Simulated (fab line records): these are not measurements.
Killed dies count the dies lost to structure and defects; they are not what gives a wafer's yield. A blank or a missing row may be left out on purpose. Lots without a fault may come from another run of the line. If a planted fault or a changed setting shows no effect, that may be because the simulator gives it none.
Matching of chambers ; flow sky130 ; cmp-02 running SKY_VIA2_CMP_02: 4 sister chambers
The step polishes SiO2. 4 wafers are shown with their chamber, then 9 later ones without.

## WAFERS, EACH WITH ITS CHAMBER
wafer;chamber;motor_current_A (A)
L087.2;0;13.7
L091.1;3;11.6
L091.2;2;11.3
L091.4;1;13.1

## WAFERS WITH NO CHAMBER GIVEN
wafer;motor_current_A (A)
L092.2;12.5
L092.3;13.7
L092.4;10.6
L095.1;11.1
L095.5;13.4
L095.6;10.6
L097.3;13.4
L097.4;13.6
L097.5;10.3

## CHAMBER TAKEN BY EACH
wafer;from the rows above;in truth
L092.2;can't be placed: 1 or 3 or 0 or 2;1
L092.3;can't be placed: 0 or 1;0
L092.4;can't be placed: 2 or 3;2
L095.1;can't be placed: 2 or 3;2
L095.5;can't be placed: 0 or 1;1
L095.6;can't be placed: 2 or 3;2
L097.3;can't be placed: 0 or 1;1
L097.4;can't be placed: 0 or 1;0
L097.5;can't be placed: 2 or 3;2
Correct placement for 0 of the 9. Can't be placed from these rows: 9 (the true chamber is among the candidates in 9). 0 placed wrongly.
How it was worked out, from the rows above alone: a wafer's distance from a chamber is the root of the sum, over the readings, of the square of ((its reading less the chamber's mean) divided by the reading's scatter). If the next closest chamber is less than 2 further off than the closest, the wafer can't be placed; otherwise it belongs to the closest. For every chamber, the mean is computed from those of its wafers that are shown. The scatter: root of mean squared gap, hidden wafer to nearest shown wafer, with one shown wafer a chamber.
